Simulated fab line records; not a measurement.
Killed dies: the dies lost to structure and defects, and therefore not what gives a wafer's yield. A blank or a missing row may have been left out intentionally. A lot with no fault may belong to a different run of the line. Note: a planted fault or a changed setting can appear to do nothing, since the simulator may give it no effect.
A struck lot beside a sound one + flow sky130 + 17 steps out of a route of 708
Sound: wafers L561.1, L561.2, L561.6. Struck: wafer L567.5. (L567.3, L567.6 of the same lot were not struck and are left out.) The cause comes at the end.
Per side, at each step with rows, come the tool, then ch with its chambers, and then its first start. Under that, the readings that differ: sound wafers + struck wafers + difference of the means + sigmas: that difference in standard deviations of wafers without a fault.
alike: words and numbers the same on both sides, and readings whose means are apart by under 2 such deviations; not compared: readings that were withheld, readings missing a value for some wafer, numbers with overlapping values and no deviation given by the record, and bounds like >300 which may hide the same value.
Wherever a step has rows on one side only, a row that says differs or no value, or a row with sigmas, the two part there. When numbers do not overlap yet have no deviation, they are printed without sigmas and do not part them. Lack of a reading on every wafer of one side parts them only where that side has two or more wafers.

first, 2 steps without rows for these wafers: SKY_LOCAL_INTERCONNECT_PEB_09; SKY_LOCAL_INTERCONNECT_DEVELOP_10 (develop time 60 s).
SKY_LOCAL_INTERCONNECT_CD_MEAS_11 targets a cd of 170 nm.
  sound on cdSem-02 at day 31 01:04; struck on cdSem-02 at day 33 09:36
  alike: cdNm
SKY_LOCAL_INTERCONNECT_OVL_MEAS_12:
  sound on overlay-02 at day 31 01:11; struck on overlay-02 at day 33 09:41
  alike: LOCAL_INTERCONNECT_OVL
SKY_LOCAL_INTERCONNECT_ETCH_13: etches BARC in N2/H2, stops on SiO2, time 45.9 s, target depth 60 nm.
  sound on rieMetal-01 ch 0,1, day 31 01:14; struck on rieMetal-02 ch 0, day 33 09:44
| reading             | sound             | struck | difference | sigmas |
|---------------------|-------------------|--------|------------|--------|
| oesProductAu (a.u.) | 0.852 0.853 0.850 | 0.862  | +0.010     | +2     |
  alike: drypumpMotorCurrentA, throttleValvePct
  not compared: rfHoursCounterH
SKY_LOCAL_INTERCONNECT_METAL_ETCH_14: etches TiN in Cl2/BCl3, stops on PSG, target depth 110 nm, time 31.4 s.
  sound on rieMetal-01 ch 0,1, day 31 01:17; struck on rieMetal-02 ch 0, day 33 09:47
  alike: drypumpMotorCurrentA, oesProductAu, throttleValvePct
  not compared: rfHoursCounterH
SKY_LOCAL_INTERCONNECT_STRIP_15: strips in O2/N2.
  sound on plasmaAsher-04 ch 0,1, day 31 01:20; struck on plasmaAsher-02 ch 1, day 33 09:52
| reading                  | sound             | struck | difference | sigmas |
|--------------------------|-------------------|--------|------------|--------|
| stripTimeToEndpointS (s) | 4.702 4.674 4.672 | 4.729  | +0.046     | +2     |
  alike: drypumpMotorCurrentA, oesProductAu
  not compared: rfHoursCounterH
then, 3 steps without rows for these wafers: SKY_LOCAL_INTERCONNECT_STRIP_16 (strips in post etch residue remover, time 1200 s); SKY_LOCAL_INTERCONNECT_CLEAN_17 (cleans in IPA, time 180 s); SKY_LOCAL_INTERCONNECT_CLEAN_18 (cleans in O3/DIW).
SKY_CONTACT_CVD_00: deposits Si3N4, target thk 75 nm.
  sound on pecvd-02 ch 0,2, day 31 01:58; struck on pecvd-02 ch 2, day 33 10:28
  alike: heaterPowerW
SKY_CONTACT_THK_MEAS_01:
  sound on filmMetro-02 at day 31 02:01; struck on filmMetro-02 at day 33 10:31
  alike: CONTACT_CVD_00_THK
SKY_CONTACT_HDPCVD_02: deposits SiO2, target thk 565 nm, time 94.2 s.
  sound on hdpcvd-02 ch 0,1,2, day 31 02:04; struck on hdpcvd-02 ch 1, day 33 10:33
| reading                                    | sound             | struck | difference | sigmas |
|--------------------------------------------|-------------------|--------|------------|--------|
| runLengthS (s)                             | 121.7 121.7 121.7 | 117.4  | -4.3       | -9     |
| model.SiO2_of_CONTACT_HDPCVD_02.thkNm (nm) | 560.6 571.6 565   | 530    | -36        |        |
SKY_CONTACT_THK_MEAS_03:
  sound on filmMetro-04 at day 31 02:08; struck on filmMetro-01 at day 33 10:38
| reading                 | sound       | struck | difference | sigmas |
|-------------------------|-------------|--------|------------|--------|
| CONTACT_HDPCVD_THK (nm) | 560 572 565 | 530    | -36        | -7     |
SKY_CONTACT_CMP_04: polishes SiO2.
  sound on cmp-01 ch 0,2,3, day 31 02:12; struck on cmp-02 ch 0, day 33 10:44
| reading             | sound    | struck | difference | sigmas |
|---------------------|----------|--------|------------|--------|
| timeToEndpointS (s) | 75 83 80 | 65     | -14        | -4     |
  alike: motorCurrentA, retainingRingPressureFrac
SKY_CONTACT_BOW_MEAS_05:
  sound on filmMetro-04 at day 31 02:30; struck on filmMetro-02 at day 33 11:01
  alike: CONTACT_BOW
after that, 1 step had no rows for these wafers: SKY_PAD_OPEN_PROBE_99.

## WHERE THEY PART
Last at SKY_CONTACT_CMP_04 as far as this record goes, first at SKY_LOCAL_INTERCONNECT_ETCH_13. Later steps at which nothing parts them and some readings are alike: SKY_CONTACT_BOW_MEAS_05.

WHY: whatever the simulator had introduced
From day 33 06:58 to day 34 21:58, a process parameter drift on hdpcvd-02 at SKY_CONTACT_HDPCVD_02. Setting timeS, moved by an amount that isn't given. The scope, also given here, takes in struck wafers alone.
